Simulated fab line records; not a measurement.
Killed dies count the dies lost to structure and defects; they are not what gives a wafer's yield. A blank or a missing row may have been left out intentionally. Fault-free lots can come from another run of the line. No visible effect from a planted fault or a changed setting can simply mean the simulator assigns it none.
fab line records | flow sky130 | part 2 of 2: steps 31 to 45 of 45
record: lots: 5 | wafers: 15 | last_day: 50
route steps=708 shown LDD_LDN@303 SPACER@304 POLY_CUT@307 SD_P@320 RES_XHIGH@332 SD_N@342
lots untouched by any fault: they come from a run of this same line in which no faults occurred
start_h: hours from the record's first day to the start of the lot's first wafer shown | wait_h: hours since the lot's step before | " as in the row above | L1.1+2: one row covering several wafers at once | - either no value or no given start | * or withheld: withheld | < > ~ a bound
route shown NAME@n: NAME is a module with steps in the file, n the number in the route of the first one | usual: the fault-free wafers' mean and standard deviation | same: alike in all rows | chamber/n: place in a boat | sites: readings site by site | _std_site: standard deviation of those values | _edge_site: outer sites' mean less inner sites' | radius_mm: for every site, how far away it sits from the centre of the wafer | mask NAME#n: copy n | behind: the last tool/chamber to shape the wafer | hold: why the lot went on hold/how many hours it stayed there/how the hold came to an end | device: the n, p or np transistor that did not switch | end of line: tests of these same wafers at the route's end | a step given without rows: its recipe and nothing more | killed: dies that structure and defects cost at the first sort, which is not the same as the wafer's yield | map: a wafer's dies, x killed, . not, _ none there
set.NAME: the run value of the setting; set.NAME@STEP: its run value at that earlier step | model.NAME: the simulator's own value behind a step, which no gauge read
lots seen at some steps along the route; tables by step, rows by wafer
services: when a tool's chamber went out of use (start_h, in hours from the record's first day, below 0 if earlier), for how many hours, and the reason
== steps ==
step: SKY_RES_XHIGH_HMDS_01
recipe: prime_time_s: 62.52 | prime_temp_c: 120
lot.wafer  | tool           | chamber | start_h | wait_h
L074.1+2+4 | litho_track-04 | 0       | 601.07  | 0.1
L076.1+4+5 | litho_track-01 | 0       | 613.49  | 0.1
L084.2+4+6 | litho_track-02 | 0       | 692.87  | 0.1
L087.1+2+5 | litho_track-02 | 0       | 712.99  | 0.1
L097.2+4+6 | litho_track-04 | 0       | 784.49  | 0.1
step: SKY_RES_XHIGH_COAT_02
recipe: resist: NOVOLAK | spin_rpm: 3000 | resist_thk_nm: 1140
lot.wafer  | tool           | chamber | start_h | wait_h
L074.1+2+4 | litho_track-04 | 0       | 601.22  | 0.1
L076.1+4+5 | litho_track-01 | 0       | 613.64  | 0.1
L084.2+4+6 | litho_track-02 | 0       | 693.02  | 0.1
L087.1+2+5 | litho_track-02 | 0       | 713.14  | 0.1
L097.2+4+6 | litho_track-04 | 0       | 784.64  | 0.1
step: SKY_RES_XHIGH_SOFTBAKE_03
recipe: temp_c: 90 | time_s: 60 | resist: NOVOLAK
lot.wafer  | tool           | chamber | start_h | wait_h
L074.1+2+4 | litho_track-04 | 0       | 601.37  | 0.1
L076.1+4+5 | litho_track-01 | 0       | 613.79  | 0.1
L084.2+4+6 | litho_track-02 | 0       | 693.17  | 0.1
L087.1+2+5 | litho_track-02 | 0       | 713.29  | 0.1
L097.2+4+6 | litho_track-04 | 0       | 784.79  | 0.1
step: SKY_RES_XHIGH_EXPOSE_04
recipe: mask_id: URPM | na: 0.6 | source_shape: conventional | sigma_outer: 0.6 | polarization: unpolarized | target_cd_nm: 1270 | dose_mj: 140
lot.wafer  | tool             | chamber | start_h | wait_h | mask
L074.1+2+4 | iline_stepper-01 | 0       | -       | -      | URPM#0
L076.1+4+5 | iline_stepper-01 | 0       | -       | -      | URPM#0
L084.2+4+6 | iline_stepper-02 | 0       | -       | -      | URPM#0
L087.1+2+5 | iline_stepper-01 | 0       | -       | -      | URPM#0
L097.2+4+6 | iline_stepper-02 | 0       | -       | -      | URPM#0
step: SKY_RES_XHIGH_PEB_05
recipe: temp_c: withheld | time_s: * | resist: NOVOLAK
lot.wafer  | tool           | chamber | start_h | wait_h
L074.1+2+4 | litho_track-02 | 0       | -       | -
L076.1+4+5 | litho_track-04 | 0       | -       | -
L084.2+4+6 | litho_track-01 | 0       | -       | -
L087.1+2+5 | litho_track-04 | 0       | -       | -
L097.2+4+6 | litho_track-04 | 0       | -       | -
step: SKY_RES_XHIGH_DEVELOP_06
recipe: resist: NOVOLAK | developer: TMAH | develop_time_s: 60 | dev_temp_c: 23
lot.wafer  | tool           | chamber | start_h | wait_h
L074.1+2+4 | litho_track-02 | 0       | 616.04  | 0.1
L076.1+4+5 | litho_track-04 | 0       | 628.52  | 0.1
L084.2+4+6 | litho_track-01 | 0       | 707.02  | 0.1
L087.1+2+5 | litho_track-04 | 0       | 727.02  | 0.1
L097.2+4+6 | litho_track-04 | 0       | 798.34  | 0.1
step: SKY_RES_XHIGH_IMPLANT_07
recipe: species: BF2 | energy_kev: 20 | dose_cm2: 3.6e+14 | tilt_deg: 0
usual: beam_energy_keV: 20.001/0.0064
lot.wafer | tool         | chamber | start_h | wait_h | beam_energy_keV
L074.1    | implanter-03 | 0       | 616.19  | 0.1    | 19.996
L074.2    | "            | 0       | "       | "      | 20.008
L074.4    | "            | 0       | "       | "      | 19.994
L076.1    | implanter-02 | 0       | 628.67  | 0.1    | 19.991
L076.4    | "            | 0       | "       | "      | 20.011
L076.5    | "            | 0       | "       | "      | 20.000
L084.2    | implanter-02 | 0       | 707.17  | 0.1    | 19.989
L084.4    | "            | 0       | "       | "      | 19.991
L084.6    | "            | 0       | "       | "      | 20.000
L087.1    | implanter-04 | 0       | 727.17  | 0.1    | 20.002
L087.2    | "            | 0       | "       | "      | 20.005
L087.5    | "            | 0       | "       | "      | 20.007
L097.2    | implanter-02 | 0       | 798.49  | 0.1    | 20.009
L097.4    | "            | 0       | "       | "      | 20.007
L097.6    | "            | 0       | "       | "      | 20.012
step: SKY_RES_XHIGH_STRIP_08
recipe: chemistry: O2/N2 | power_w: 1400 | pressure_mtorr: 1500 | platen_temp_c: withheld | o2_flow_sccm: 3000 | n2_flow_sccm: 300 | overash_fraction: 0.5
usual: drypump_motor_current_A: 5.71/0.28 | oes_product_au: 0.711/0.0043 | strip_time_to_endpoint_s: 14.28/0.042
lot.wafer | tool            | chamber | start_h | wait_h | drypump_motor_current_A | oes_product_au | rf_hours_counter_h | strip_time_to_endpoint_s
L074.1    | plasma_asher-02 | 0       | 616.34  | 0.1    | 5.52                    | 0.712          | 13                 | 14.18
L074.2    | "               | 1       | "       | "      | 5.56                    | 0.712          | 13                 | 14.20
L074.4    | "               | 1       | "       | "      | 5.54                    | 0.711          | -                  | 14.20
L076.1    | plasma_asher-02 | 0       | 628.82  | 0.1    | 5.52                    | 0.712          | 14                 | 14.27
L076.4    | "               | 0       | "       | "      | 5.55                    | 0.712          | -                  | 14.26
L076.5    | "               | 1       | "       | "      | 5.58                    | 0.710          | -                  | 14.26
L084.2    | plasma_asher-03 | 0       | 707.29  | 0.1    | 6.06                    | 0.714          | 98                 | 14.31
L084.4    | "               | 1       | "       | "      | 6.44                    | 0.720          | -                  | 14.31
L084.6    | "               | 1       | "       | "      | 6.44                    | 0.706          | -                  | 14.29
L087.1    | plasma_asher-02 | 1       | 727.32  | 0.1    | 5.58                    | 0.713          | 23                 | 14.25
L087.2    | "               | 0       | "       | "      | 5.51                    | 0.708          | 23                 | 14.25
L087.5    | "               | 1       | "       | "      | 5.55                    | 0.708          | -                  | 14.24
L097.2    | plasma_asher-03 | 0       | 798.62  | 0.1    | 6.09                    | 0.714          | 6                  | 14.21
L097.4    | "               | 0       | "       | "      | 6.12                    | 0.714          | -                  | 14.26
L097.6    | "               | 0       | "       | "      | 6.07                    | 0.704          | -                  | 14.22
step: SKY_RES_XHIGH_TW_MEAS_09
usual: RES_XHIGH_TW: 1634/20
lot.wafer | tool          | chamber | start_h | wait_h | RES_XHIGH_TW
L074.1    | film_metro-04 | -       | 616.44  | 0.1    | 1646
L074.2    | "             | -       | "       | "      | 1641
L074.4    | "             | -       | "       | "      | 1642
L076.1    | film_metro-04 | -       | 628.92  | 0.1    | 1653
L076.4    | "             | -       | "       | "      | 1651
L076.5    | "             | -       | "       | "      | 1648
L084.2    | film_metro-01 | -       | 707.40  | 0.1    | 1649
L084.4    | "             | -       | "       | "      | 1653
L084.6    | "             | -       | "       | "      | 1661
L087.1    | film_metro-04 | -       | 727.42  | 0.1    | 1652
L087.2    | "             | -       | "       | "      | 1658
L087.5    | "             | -       | "       | "      | 1656
L097.2    | film_metro-02 | -       | 798.73  | 0.1    | 1594
L097.4    | "             | -       | "       | "      | 1612
L097.6    | "             | -       | "       | "      | 1607
step: SKY_SD_N_DEHYDRATE_00
recipe: temp_c: 200 | time_s: 60
lot.wafer  | tool           | chamber | start_h | wait_h
L074.1+2+4 | litho_track-03 | 0       | 630.49  | 14.0
L076.1+4+5 | litho_track-03 | 0       | 642.39  | 13.5
L084.2+4+6 | litho_track-02 | 0       | 720.17  | 12.8
L087.1+2+5 | litho_track-01 | 0       | 740.59  | 13.2
L097.2+4+6 | litho_track-02 | 0       | 811.32  | 12.6
step: SKY_SD_N_HMDS_01
recipe: prime_time_s: 60 | prime_temp_c: 120
lot.wafer  | tool           | chamber | start_h | wait_h
L074.1+2+4 | litho_track-03 | 0       | 630.64  | 0.1
L076.1+4+5 | litho_track-03 | 0       | 642.54  | 0.1
L084.2+4+6 | litho_track-02 | 0       | 720.32  | 0.1
L087.1+2+5 | litho_track-01 | 0       | 740.74  | 0.1
L097.2+4+6 | litho_track-02 | 0       | 811.47  | 0.1
step: SKY_SD_N_COAT_02
recipe: resist: NOVOLAK | spin_rpm: 3000 | resist_thk_nm: 1140
lot.wafer  | tool           | chamber | start_h | wait_h
L074.1+2+4 | litho_track-03 | 0       | 630.79  | 0.1
L076.1+4+5 | litho_track-03 | 0       | 642.69  | 0.1
L084.2+4+6 | litho_track-02 | 0       | 720.47  | 0.1
L087.1+2+5 | litho_track-01 | 0       | 740.89  | 0.1
L097.2+4+6 | litho_track-02 | 0       | 811.62  | 0.1
step: SKY_SD_N_SOFTBAKE_03
recipe: temp_c: 89.54 | time_s: 60 | resist: NOVOLAK
lot.wafer  | tool           | chamber | start_h | wait_h
L074.1+2+4 | litho_track-03 | 0       | 630.94  | 0.1
L076.1+4+5 | litho_track-03 | 0       | 642.84  | 0.1
L084.2+4+6 | litho_track-02 | 0       | 720.62  | 0.1
L087.1+2+5 | litho_track-01 | 0       | 741.04  | 0.1
L097.2+4+6 | litho_track-02 | 0       | 811.77  | 0.1
step: SKY_SD_N_EXPOSE_04
recipe: mask_id: NSDM | na: 0.6 | source_shape: conventional | sigma_outer: 0.6 | polarization: unpolarized | target_cd_nm: 380 | dose_mj: 141
lot.wafer  | tool             | chamber | start_h | wait_h | mask
L074.1+2+4 | iline_stepper-01 | 0       | -       | -      | NSDM#0
L076.1+4+5 | iline_stepper-02 | 0       | -       | -      | NSDM#0
L084.2+4+6 | iline_stepper-01 | 0       | -       | -      | NSDM#0
L087.1+2+5 | iline_stepper-01 | 0       | -       | -      | NSDM#0
L097.2+4+6 | iline_stepper-01 | 0       | -       | -      | NSDM#0
step: SKY_SD_N_PEB_05
recipe: temp_c: withheld | time_s: * | resist: NOVOLAK
lot.wafer  | tool           | chamber | start_h | wait_h
L074.1+2+4 | litho_track-01 | 0       | -       | -
L076.1+4+5 | litho_track-03 | 0       | -       | -
L084.2+4+6 | litho_track-02 | 0       | -       | -
L087.1+2+5 | litho_track-02 | 0       | -       | -
L097.2+4+6 | litho_track-01 | 0       | -       | -
== services ==
tool             | chamber | start_h | hours | kind
plasma_asher-03  | -       | 503.55  | 15.6  | pm
iline_stepper-01 | -       | 505.98  | 1.7   | pm
rie_diel-04      | 0       | 511.23  | 1.3   | repair
lpcvd-02         | -       | 547.04  | 0.3   | repair
iline_stepper-01 | -       | 549.18  | 4.4   | pm
lpcvd-02         | -       | 578.19  | 4.3   | pm
rie_diel-01      | 0       | 591.12  | 3.1   | repair
plasma_asher-03  | -       | 621.64  | 1.5   | repair
rie_diel-04      | -       | 651.60  | 2.8   | pm
plasma_asher-03  | -       | 679.74  | 5.6   | repair
rie_diel-04      | -       | 682.41  | 0.2   | repair
lpcvd-02         | -       | 697.98  | 2.8   | pm
iline_stepper-01 | -       | 724.16  | 1.7   | pm
lpcvd-02         | -       | 727.10  | 0.3   | repair
plasma_asher-03  | -       | 733.75  | 9.0   | pm
rie_diel-04      | 3       | 738.49  | 3.1   | repair
rie_diel-01      | -       | 742.60  | 1.7   | repair
iline_stepper-01 | -       | 746.65  | 4.2   | repair
rie_diel-01      | 3       | 749.44  | 15.6  | repair
rie_diel-01      | 1       | 764.17  | 2.9   | repair
plasma_asher-03  | -       | 768.92  | 2.3   | repair
rie_diel-04      | 3       | 770.99  | 3.7   | repair
rie_diel-01      | 0       | 799.21  | 8.7   | repair
rie_diel-01      | 0       | 815.48  | 3.3   | repair
